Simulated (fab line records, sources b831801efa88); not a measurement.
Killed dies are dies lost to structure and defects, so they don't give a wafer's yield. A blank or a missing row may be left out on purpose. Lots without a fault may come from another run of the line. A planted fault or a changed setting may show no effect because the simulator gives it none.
Split-lot experiment | flow gf180mcu | 5 lots, 23 wafers read, on a route of 602 steps

THE SPLIT
At GF_V1_SPUTTER_21 (material Ti, target thk 15 nm, time 80.02 s), the setting power_w was moved away from the recipe's 2500 W on 5 of the 23 wafers read, by -10.4% to -8.9%. The other wafers ran this setting at the recipe's value.

The reading is taken at the split's own step.

THE READING
Ti_of_V1_SPUTTER_21.thk_nm (the simulator's own value, which no gauge read), in nm, at GF_V1_SPUTTER_21 (material Ti, target thk 15 nm, time 80.02 s). The file gives no usual value for it. The 18 wafers here that ran the recipe average 14.95 nm, standard deviation 0.16 nm.

wafer  | tool, chamber at the split | power_w as run, W | against the recipe | Ti_of_V1_SPUTTER_21.thk_nm, nm | against lot-mates on the recipe
L076.1 | pvd_sputter-03, -          | 2500              | recipe             | 14.76                          | -
L076.2 | pvd_sputter-03, -          | 2500              | recipe             | 15.16                          | -
L076.3 | pvd_sputter-03, -          | 2500              | recipe             | 14.8                           | -
L076.4 | pvd_sputter-03, -          | 2500              | recipe             | 14.82                          | -
L076.5 | pvd_sputter-03, -          | 2500              | recipe             | 14.97                          | -
L079.2 | pvd_sputter-02, -          | 2500              | recipe             | 14.78                          | -
L079.3 | pvd_sputter-02, -          | 2500              | recipe             | 15.09                          | -
L079.6 | pvd_sputter-02, -          | 2500              | recipe             | 14.7                           | -
L083.2 | pvd_sputter-02, -          | 2500              | recipe             | 14.88                          | -
L083.3 | pvd_sputter-02, -          | 2500              | recipe             | 14.77                          | -
L083.4 | pvd_sputter-02, -          | 2500              | recipe             | 15.04                          | -
L083.5 | pvd_sputter-02, -          | 2500              | recipe             | 15.2                           | -
L083.6 | pvd_sputter-02, -          | 2500              | recipe             | 14.76                          | -
L084.1 | pvd_sputter-04, -          | 2500              | recipe             | 15.03                          | -
L084.2 | pvd_sputter-04, -          | 2239              | -10.4%             | 13.45                          | -1.66
L084.3 | pvd_sputter-04, -          | 2500              | recipe             | 15.12                          | -
L084.5 | pvd_sputter-04, -          | 2500              | recipe             | 15.17                          | -
L084.6 | pvd_sputter-04, -          | 2239              | -10.4%             | 13.54                          | -1.57
L085.1 | pvd_sputter-04, -          | 2278              | -8.9%              | 13.71                          | -1.33
L085.2 | pvd_sputter-04, -          | 2500              | recipe             | 15.06                          | -
L085.3 | pvd_sputter-04, -          | 2500              | recipe             | 15.03                          | -
L085.4 | pvd_sputter-04, -          | 2278              | -8.9%              | 13.73                          | -1.31
L085.5 | pvd_sputter-04, -          | 2278              | -8.9%              | 13.57                          | -1.47

THE FIT
A straight line over all 23 wafers: Ti_of_V1_SPUTTER_21.thk_nm changes by +0.142 nm for each +1% of power_w; r = +0.97; the points scatter about the line by 0.15 nm.
The same after taking each lot's own level away (the mean of its wafers on the recipe; 23 wafers): +0.155 nm for each +1%; r = +0.98; scatter 0.13 nm.
On that fit, the largest move of power_w shifts the reading by 1.6 nm.
The lots' own levels span 14.857 to 15.107 nm, that is 1.5 times the standard deviation above.
So the lot-to-lot level changes the slope little: the two slopes agree.
Check: with one of the wafers moved furthest among these (-10.4%) left out of the fit, the line predicts -1.6 nm for it against its lot-mates. It came out at -1.66 nm against them.

THE FILE'S OWN FIT
Ti_of_V1_SPUTTER_21.thk_nm changes by +0.155 nm for each +1% of power_w, r = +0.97.
